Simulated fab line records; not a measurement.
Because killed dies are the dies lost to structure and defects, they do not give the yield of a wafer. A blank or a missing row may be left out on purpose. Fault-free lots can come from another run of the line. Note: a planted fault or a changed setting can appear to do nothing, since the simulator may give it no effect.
A struck lot beside a sound one / flow sfqLine / 26 out of 325 route steps
Sound: the wafers L958.1, L958.2, L958.4. The struck wafers were L960.3, L960.4, L960.6. At the end, the cause is stated.
At each step with rows: each side's tool, then ch and its chambers, then its first start. Under that, the readings that differ: sound wafers / struck wafers / difference of the means / sigmas: that difference in standard deviations of wafers without a fault.
alike: same words and numbers on both sides, and readings whose means sit less than 2 such deviations apart. not compared: any withheld reading, any reading some wafer has no value for, any bound like >300 that may hide the same value, and any number with overlapping values for which the record gives no deviation.
The two part at a step that has a row with sigmas, a row that says differs or no value, or rows on one side only. Non-overlapping numbers with no deviation appear without sigmas and do not part them. Lack of a reading on every wafer of one side parts them only where that side has two or more wafers.

SFQ_L0_RS_MEAS_901: uses a four-point probe to measure.
  sound on filmMetro-02, day 5 01:34; struck on filmMetro-02, day 5 11:36
  alike: L0_MONX_KI_RS
SFQ_L0_THK_MEAS_902: measures by xrf.
  sound on filmMetro-02, day 5 01:41; struck on filmMetro-02, day 5 11:42
  alike: L0_MONX_KI_THK
then, 6 steps without rows for these wafers: SFQ_TRILAYER_L0_LITHO_COAT_010 (resist thk 62 nm); SFQ_TRILAYER_L0_LITHO_COAT_005 (resist thk 600 nm); SFQ_TRILAYER_L0_LITHO_SOFTBAKE_009; SFQ_TRILAYER_L0_LITHO_EXPOSE_006 (exposes mask L0, target cd 2000 nm); SFQ_TRILAYER_L0_LITHO_PEB_008 (peb time 60 s); SFQ_TRILAYER_L0_LITHO_DEVELOP_007 (time 60 s).
-- the record jumps here: 2 days lie between the struck wafers' starts before and after --
SFQ_TRILAYER_L0_BARC_OPEN_METAL_ETCH_010: etches BARC in O2, target depth 125 nm, time 41.7 s.
  sound on rieMetal-02 ch 0,1, day 7 08:38; struck on rieMetal-04 ch 0, day 7 16:37
  alike: drypumpMotorCurrentA, oesProductAu
  not compared: rfHoursCounterH
SFQ_TRILAYER_L0_ETCH_METAL_ETCH_008: etches MoNx KI in SF6/O2, stops on SiO2, target depth 50 nm, time 25 s.
  sound on rieMetal-02 ch 0,1, day 7 08:41; struck on rieMetal-04 ch 0, day 7 16:44
  alike: drypumpMotorCurrentA, oesProductAu
  not compared: rfHoursCounterH
SFQ_TRILAYER_L0_STRIP_STRIP_009: strips in O2.
  sound on rieMetal-02 ch 0,1, day 7 08:44; struck on rieMetal-04 ch 0, day 7 17:11
  alike: drypumpMotorCurrentA, oesProductAu
  not compared: rfHoursCounterH
then, 1 step without rows for these wafers: SFQ_TRILAYER_L0_STRIP_SOLV_CLEAN_010 (cleans in NMP, time 600 s).
SFQ_TRILAYER_L0_CAP_PECVD_011: deposits SiO2 from SiH4/N2O, time 13.333 s, target thk 60 nm.
  sound on pecvd-02 ch 1,2, day 7 09:31; struck on pecvd-01 ch 0,1,2, day 7 18:21
  alike: heaterPowerW, throttleValvePct
then, 6 steps without rows for these wafers: SFQ_TRILAYER_L0_VIA_LITHO_COAT_018 (resist thk 62 nm); SFQ_TRILAYER_L0_VIA_LITHO_COAT_013 (resist thk 650 nm); SFQ_TRILAYER_L0_VIA_LITHO_SOFTBAKE_017; SFQ_TRILAYER_L0_VIA_LITHO_EXPOSE_014 (exposes mask L0V, target cd 700 nm); SFQ_TRILAYER_L0_VIA_LITHO_PEB_016 (peb time 60 s); SFQ_TRILAYER_L0_VIA_LITHO_DEVELOP_015 (time 60 s).
-- the record jumps here: 2 days lie between the struck wafers' starts before and after --
SFQ_L0V_OVL_MEAS_903:
  sound on overlay-02, day 9 16:35; struck on overlay-01, day 10 00:59
  alike: L0V_OVL
SFQ_TRILAYER_L0_VIA_BARC_OPEN_VIA_ETCH_021: etches BARC in O2, target depth 125 nm, time 41.7 s.
  sound on rieDiel-03 ch 0,1,3, day 9 16:37; struck on rieDiel-04 ch 1,3, day 10 01:01
  alike: drypumpMotorCurrentA, oesProductAu
  not compared: rfHoursCounterH
SFQ_TRILAYER_L0_VIA_ETCH_VIA_ETCH_016: etches SiO2 in CHF3, stops on MoNx KI, target depth 80 nm.
  sound on rieDiel-03 ch 0,1,3, day 9 16:39; struck on rieDiel-04 ch 1,3, day 10 01:03
reading=oesProductAu (a.u.); sound=0.844 0.840 0.856; struck=0.996 0.995 0.987; difference=+0.146; sigmas=+18
reading=model.L0V.featureDepthNm (nm); sound=60.04 60.15 61; struck=79.55 78.61 77.84; difference=+18.27; sigmas=
reading=model.etch.depthNm (nm); sound=60.04 60.15 61; struck=79.55 78.61 77.84; difference=+18.27; sigmas=
  alike: drypumpMotorCurrentA
then, 2 steps without rows for these wafers: SFQ_TRILAYER_L0_VIA_STRIP_STRIP_017 (strips in O2); SFQ_TRILAYER_L0_VIA_STRIP_SOLV_CLEAN_018 (cleans in NMP, time 600 s).
SFQ_TRILAYER_M0_DEP_PRE_CLEAN_020: time 15 s.
  sound on pvdSputter-05, day 9 18:04; struck on pvdSputter-03, day 10 02:29
reading=model.SiO2_of_TRILAYER_L0_CAP_PECVD_011.thkNm (nm); sound=55.04 55.15 56; struck=114.8 116.2 117.2; difference=+60.7; sigmas=
SFQ_TRILAYER_M0_DEP_SPUTTER_019: material Nb, target thk 200 nm, time 133.3 s.
  sound on pvdSputter-05, day 9 18:06; struck on pvdSputter-03, day 10 02:31
  alike: basePressurePa, throttleValvePct

## WHERE THEY PART
Within this record, at SFQ_TRILAYER_L0_VIA_ETCH_VIA_ETCH_016 only. Later steps at which nothing parts them and some readings are alike: SFQ_TRILAYER_M0_DEP_SPUTTER_019.

WHY: the cause the simulator had injected
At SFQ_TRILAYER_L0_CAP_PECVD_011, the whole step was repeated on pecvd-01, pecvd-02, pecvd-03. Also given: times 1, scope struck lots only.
